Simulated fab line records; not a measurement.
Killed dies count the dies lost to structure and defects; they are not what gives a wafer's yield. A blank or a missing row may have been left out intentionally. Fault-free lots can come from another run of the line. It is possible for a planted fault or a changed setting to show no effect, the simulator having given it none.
Comparing a struck lot with a sound one -- flow sky130 -- 19 steps out of a route of 708
Sound: the wafers L313.1, L313.4, L313.5. Wafers L318.2, L318.5, L318.6 were the ones struck. The cause is named last.
At each step with rows: each side's tool, then ch and its chambers, then its first start. Under that, the readings that differ: sound wafers -- struck wafers -- difference of the means -- sigmas: that difference in standard deviations of wafers without a fault.
alike: same words and numbers on both sides, and readings whose means sit less than 2 such deviations apart. not compared: any withheld reading, any reading some wafer has no value for, any bound like >300 that may hide the same value, and any number with overlapping values for which the record gives no deviation.
Wherever a step has rows on one side only, a row that says differs or no value, or a row with sigmas, the two part there. When numbers do not overlap yet have no deviation, they are printed without sigmas and do not part them. A reading that every wafer of one side lacks parts them only if that side has two wafers or more.

first, 3 steps without rows for these wafers: SKY_POLY_CUT_EXPOSE_05 (exposes mask NPCM, target cd 270 nm); SKY_POLY_CUT_PEB_06; SKY_POLY_CUT_DEVELOP_07 (develop time 60 s).
SKY_POLY_CUT_CD_MEAS_08 targets a cd of 270 nm.
  sound: cd_sem-02 at day 24 05:27; struck: cd_sem-02 at day 26 12:43
  alike: cd_nm
SKY_POLY_CUT_OVL_MEAS_09:
  sound: overlay-02 at day 24 05:34; struck: overlay-02 at day 26 12:49
  alike: POLY_CUT_OVL
SKY_POLY_CUT_ETCH_10: etches BARC in N2/H2, stops on SiO2, time 45.9 s, target depth 60 nm.
  sound on rie_diel-02 ch 0,1,3, day 24 05:37; struck on rie_diel-01 ch 0,3, day 26 12:50
  alike: drypump_motor_current_A, oes_product_au, throttle_valve_pct
  not compared: rf_hours_counter_h
SKY_POLY_CUT_ETCH_11: etches Si3N4 in CF4/CH2F2/Ar, stops on poly-Si, time 42.5 s, target depth 60 nm.
  sound on rie_diel-02 ch 0,1,3, day 24 05:39; struck on rie_diel-01 ch 0,3, day 26 12:53
reading,sound,struck,difference,sigmas
oes_product_au (a.u.),0.816 0.813 0.810,0.832 0.827 0.833,+0.018,+3
  alike: cf4_flow_sccm, drypump_motor_current_A, throttle_valve_pct
  not compared: rf_hours_counter_h
SKY_POLY_CUT_STRIP_12: strips in O2/N2.
  sound on plasma_asher-04 ch 0,1, day 24 05:41; struck on plasma_asher-01 ch 0,1, day 26 12:56
  alike: drypump_motor_current_A, o2_flow_sccm, oes_product_au, strip_time_to_endpoint_s
  not compared: rf_hours_counter_h
then, 4 steps without rows for these wafers: SKY_SD_P_DEHYDRATE_00 (time 60 s); SKY_SD_P_HMDS_01 (prime time 60 s); SKY_SD_P_COAT_02 (resist thk 1140 nm); SKY_SD_P_SOFTBAKE_03 (time 60 s).
SKY_SD_P_EXPOSE_04: exposes mask PSDM, target cd 380 nm.
  sound on iline_stepper-01 ch 0, day 24 20:26; struck on iline_stepper-01 ch 0, day 27 03:28
reading,sound,struck,difference,sigmas
model.SD_P.overlay_x_nm (nm),0.4739 0.4739 0.4739,69.56 69.56 69.56,+69.09,
  alike: mask
then, 2 steps without rows for these wafers: SKY_SD_P_PEB_05; SKY_SD_P_DEVELOP_06 (develop time 60 s).
SKY_SD_P_CD_MEAS_07 targets a cd of 380 nm.
  sound: cd_sem-02 at day 25 11:02; struck: cd_sem-01 at day 27 17:57
  alike: cd_nm
SKY_SD_P_OVL_MEAS_08:
  sound: overlay-01 at day 25 11:10; struck: overlay-02 at day 27 18:04
reading,sound,struck,difference,sigmas
SD_P_OVL (nm),1.4 1.0 1.0,69.2 65.5 69.6,+67.0,+52
following that, these wafers have no rows for 1 step: SKY_SD_P_IMPLANT_09.
-- record jumps: 20 days separate the struck wafers' starts on either side; left off in module SD_P, taken up again in module PAD_OPEN, whose first shown step is the route's number 708 --
SKY_PAD_OPEN_PROBE_99:
  sound: prober-02 at day 45 21:31; struck: prober-02 at day 47 12:34
  alike: killed_at_M0_to_M3, killed_at_M4_up, killed_at_contacts, killed_at_front_end, killed_at_other, killed_dies, killed_open, killed_short

WHERE THEY PART
First at SKY_POLY_CUT_ETCH_11; last, within this record, at SKY_SD_P_OVL_MEAS_08. Later steps at which nothing parts them and some readings are alike: SKY_PAD_OPEN_PROBE_99.

WHY: whatever the simulator had introduced
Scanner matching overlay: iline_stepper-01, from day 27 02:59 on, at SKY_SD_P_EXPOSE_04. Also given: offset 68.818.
